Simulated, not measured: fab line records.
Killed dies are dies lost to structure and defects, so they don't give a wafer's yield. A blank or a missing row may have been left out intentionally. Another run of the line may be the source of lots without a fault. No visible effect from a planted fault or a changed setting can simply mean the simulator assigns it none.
The tool behind it: which one? | flow gf180mcu | 38 wafers from 13 lots sampled at 5 of the route's 602 steps

WHAT THE GAUGES READ, wafer by wafer
GF_NSD_OVL_MEAS_08.
lot  | measured     | on         | NSD_OVL (nm)
L412 | day 13 08:32 | overlay-02 | -1.2 0.4 0.8
L413 | day 13 18:16 | overlay-01 | -0.9 0.5 -0.8
L415 | day 14 06:52 | overlay-02 | 2.0 1.1 0.4
L417 | day 15 05:33 | overlay-01 | 1.3 1.4 0.2
L418 | day 15 05:40 | overlay-02 | 1.7 0.2 1.5
L419 | day 15 15:14 | overlay-01 | -2.0 -1.0 -1.2
L422 | day 16 16:41 | overlay-02 | 1.5 0.5 2.1
L423 | day 17 00:28 | overlay-01 | -1.1 -0.2 0.1
L424 | day 17 09:59 | overlay-01 | 1.0 -0.9
L427 | day 18 11:47 | overlay-01 | 1.5 0.7 0.4
L434 | day 20 23:57 | overlay-01 | 1.9 2.3 3.3
L433 | day 21 00:51 | overlay-02 | -1.2 0.2 -2.0
L435 | day 21 06:11 | overlay-02 | 0.0 -1.4 0.1

GF_SALICIDE_RS_MEAS_04: measures by four-point-probe.
lot  | measured     | on           | SALICIDE_TIN_RS (ohm/sq)
L412 | day 15 02:53 | filmMetro-04 | 16.6 16.0 16.0
L413 | day 15 13:41 | filmMetro-02 | 16.5 16.5 16.1
L415 | day 16 03:25 | filmMetro-04 | 17.2 16.9 16.6
L417 | day 17 03:47 | filmMetro-02 | 15.3 15.9 15.7
L418 | day 17 04:05 | filmMetro-03 | 16.7 16.9 16.5
L419 | day 17 13:54 | filmMetro-03 | 16.2 15.9 15.9
L422 | day 18 16:07 | filmMetro-04 | 16.8 16.6 16.5
L423 | day 19 00:43 | filmMetro-04 | 8.7 16.4 16.0
L424 | day 19 11:28 | filmMetro-04 | 8.8 17.0
L427 | day 20 14:35 | filmMetro-02 | 8.9 8.8 16.8
L434 | day 23 00:52 | filmMetro-03 | 16.7 15.9 16.2
L433 | day 23 01:22 | filmMetro-04 | 16.1 15.7 16.7
L435 | day 23 06:11 | filmMetro-02 | 16.4 16.8 16.4

TOOL THAT RAN EACH LOT (tool first, then ch and the chambers of the sampled wafers, then the start)
lot  | GF_HV_LDD_STRIP_37                  | GF_HV_LDD_ETCHBACK_58             | GF_SALICIDE_SPUTTER_02
L412 | plasmaAsher-04 ch 0,1, day 11 14:12 | rieDiel-04 ch 1,3, day 12 12:51   | pvdSputter-02, day 15 02:50
L413 | plasmaAsher-01 ch 0,1, day 11 23:50 | rieDiel-04 ch 0,3, day 12 22:07   | pvdSputter-01, day 15 13:35
L415 | plasmaAsher-03 ch 0,1, day 12 11:39 | rieDiel-03 ch 1,2,3, day 13 10:40 | pvdSputter-02, day 16 03:20
L417 | plasmaAsher-03 ch 0, day 13 07:15   | rieDiel-02 ch 0,2,3, day 14 08:19 | pvdSputter-01, day 17 03:43
L418 | plasmaAsher-04 ch 0,1, day 13 09:02 | rieDiel-03 ch 1,2, day 14 08:37   | pvdSputter-02, day 17 04:01
L419 | plasmaAsher-01 ch 0,1, day 13 16:52 | rieDiel-03 ch 0,1,3, day 14 17:37 | pvdSputter-02, day 17 13:49
L422 | plasmaAsher-01 ch 0,1, day 14 15:59 | rieDiel-04 ch 1,2,3, day 15 18:16 | pvdSputter-02, day 18 16:04
L423 | plasmaAsher-01 ch 0,1, day 15 00:22 | rieDiel-02 ch 2,3, day 16 01:54   | pvdSputter-02, day 19 00:37
L424 | plasmaAsher-03 ch 1, day 15 10:34   | rieDiel-04 ch 2,3, day 16 11:36   | pvdSputter-02, day 19 11:22
L427 | plasmaAsher-01 ch 0,1, day 16 10:24 | rieDiel-03 ch 1,3, day 17 12:12   | pvdSputter-02, day 20 14:32
L434 | plasmaAsher-03 ch 0,1, day 18 20:14 | rieDiel-02 ch 0,2,3, day 19 23:31 | pvdSputter-03, day 23 00:47
L433 | plasmaAsher-03 ch 0, day 18 20:48   | rieDiel-03 ch 1,3, day 20 00:25   | pvdSputter-01, day 23 01:17
L435 | plasmaAsher-01 ch 0,1, day 19 03:08 | rieDiel-04 ch 0,2,3, day 20 06:16 | pvdSputter-01, day 23 06:07
- GF_HV_LDD_STRIP_37: strips in O2/N2.
- GF_HV_LDD_ETCHBACK_58: etches Si3N4 in CH3F/O2, stops on SiO2, time 100 s, target depth 90 nm.
- GF_SALICIDE_SPUTTER_02: material Co, target thk 10 nm, time 20 s.

AS READ BY THE TOOLS THEMSELVES (means over the sampled wafers that have a number; for cases with no such wafer, the mark the record gives instead)
GF_HV_LDD_STRIP_37.
lot  | tool           | drypumpMotorCurrentA (A) | heaterPowerW (W) | oesProductAu (a.u.) | stripTimeToEndpointS (s)
L412 | plasmaAsher-04 | 6.0                      | 400              | 0.713               | 12.70
L413 | plasmaAsher-01 | 5.9                      | 362              | 0.722               | 12.66
L415 | plasmaAsher-03 | 5.4                      | 276              | 0.715               | 12.71
L417 | plasmaAsher-03 | 5.0                      | 271              | 0.714               | 12.58
L418 | plasmaAsher-04 | 5.9                      | 396              | 0.716               | 12.67
L419 | plasmaAsher-01 | 5.9                      | 367              | 0.712               | 12.63
L422 | plasmaAsher-01 | 5.9                      | 360              | 0.713               | 12.63
L423 | plasmaAsher-01 | 5.9                      | 364              | 0.719               | 12.65
L424 | plasmaAsher-03 | 6.1                      | 285              | 0.714               | 12.71
L427 | plasmaAsher-01 | 6.0                      | 393              | 0.716               | 12.61
L434 | plasmaAsher-03 | 5.4                      | 276              | 0.715               | 12.68
L433 | plasmaAsher-03 | 5.0                      | 270              | 0.716               | 12.66
L435 | plasmaAsher-01 | 5.9                      | 371              | 0.712               | 12.62

GF_HV_LDD_ETCHBACK_58.
lot  | tool       | drypumpMotorCurrentA (A) | oesProductAu (a.u.) | rfFwdPowerW (W) | throttleValvePct (%)
L412 | rieDiel-04 | 6.0                      | 0.851               | 398.8           | 10.565
L413 | rieDiel-04 | 6.3                      | 0.847               | 397.2           | 10.565
L415 | rieDiel-03 | 5.4                      | 0.844               | 398.2           | 10.557
L417 | rieDiel-02 | 6.0                      | 0.839               | 397.3           | 10.556
L418 | rieDiel-03 | 5.2                      | 0.841               | 397.1           | 10.566
L419 | rieDiel-03 | 5.5                      | 0.847               | 397.9           | 10.566
L422 | rieDiel-04 | 5.9                      | 0.845               | 398.5           | 10.567
L423 | rieDiel-02 | 5.9                      | 0.841               | 396.2           | 10.565
L424 | rieDiel-04 | 6.0                      | 0.835               | 397.0           | 10.562
L427 | rieDiel-03 | 5.2                      | 0.853               | 397.7           | 10.556
L434 | rieDiel-02 | 6.0                      | 0.844               | 396.8           | 10.564
L433 | rieDiel-03 | 5.0                      | 0.852               | 398.4           | 10.562
L435 | rieDiel-04 | 6.1                      | 0.843               | 397.6           | 10.566

GF_SALICIDE_SPUTTER_02.
lot  | tool          | throttleValvePct (%)
L412 | pvdSputter-02 | 30.0
L413 | pvdSputter-01 | 30.1
L415 | pvdSputter-02 | 30.0
L417 | pvdSputter-01 | 30.6
L418 | pvdSputter-02 | 29.7
L419 | pvdSputter-02 | 30.0
L422 | pvdSputter-02 | 30.1
L423 | pvdSputter-02 | 29.9
L424 | pvdSputter-02 | 30.0
L427 | pvdSputter-02 | 29.9
L434 | pvdSputter-03 | 30.5
L433 | pvdSputter-01 | 31.0
L435 | pvdSputter-01 | 30.6

THE ANSWER, worked out from the rows above alone
Rule: the lots themselves supply what counts as usual. Put in order of their means at a reading, lots are off if they are a third of the lots or fewer, leave a main group of 4 or more, and stand apart from it by a gap of 3 or more times the standard deviation of the main group's means; of several such gaps the widest counts. If all means in a main group match to the digits the tables above print for the reading, that group is not used. A lot without any number at a reading at which 4 lots or more have one is off too. All remaining lots with rows at the step are treated as sound. Order of review: gauges by route order, followed by the tools' own readings, for which a lot's mean as printed above is used. At the first step where some lot is off, the reading lying furthest off is the one used; lots without a number count as furthest.
Off: L423, L424, L427, seen at GF_SALICIDE_RS_MEAS_04 (SALICIDE_TIN_RS). The main group: mean 16.3 ohm/sq, standard deviation 0.35.
A tool fits if, at a process step before that reading, it ran every lot that is off, and no sound lot after the first of them. Those tools and the gauges at GF_SALICIDE_RS_MEAS_04 are tried in the same way. One fits: GF_SALICIDE_SPUTTER_02 on pvdSputter-02. Its last sound lot is L422 (day 18 16:04), its first lot that is off L423 (day 19 00:37): a fault that began between those two fits.

WHAT THE SIMULATOR PUT IN
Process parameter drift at GF_SALICIDE_SPUTTER_02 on pvdSputter-02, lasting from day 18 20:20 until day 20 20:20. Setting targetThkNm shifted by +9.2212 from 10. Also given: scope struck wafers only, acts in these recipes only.
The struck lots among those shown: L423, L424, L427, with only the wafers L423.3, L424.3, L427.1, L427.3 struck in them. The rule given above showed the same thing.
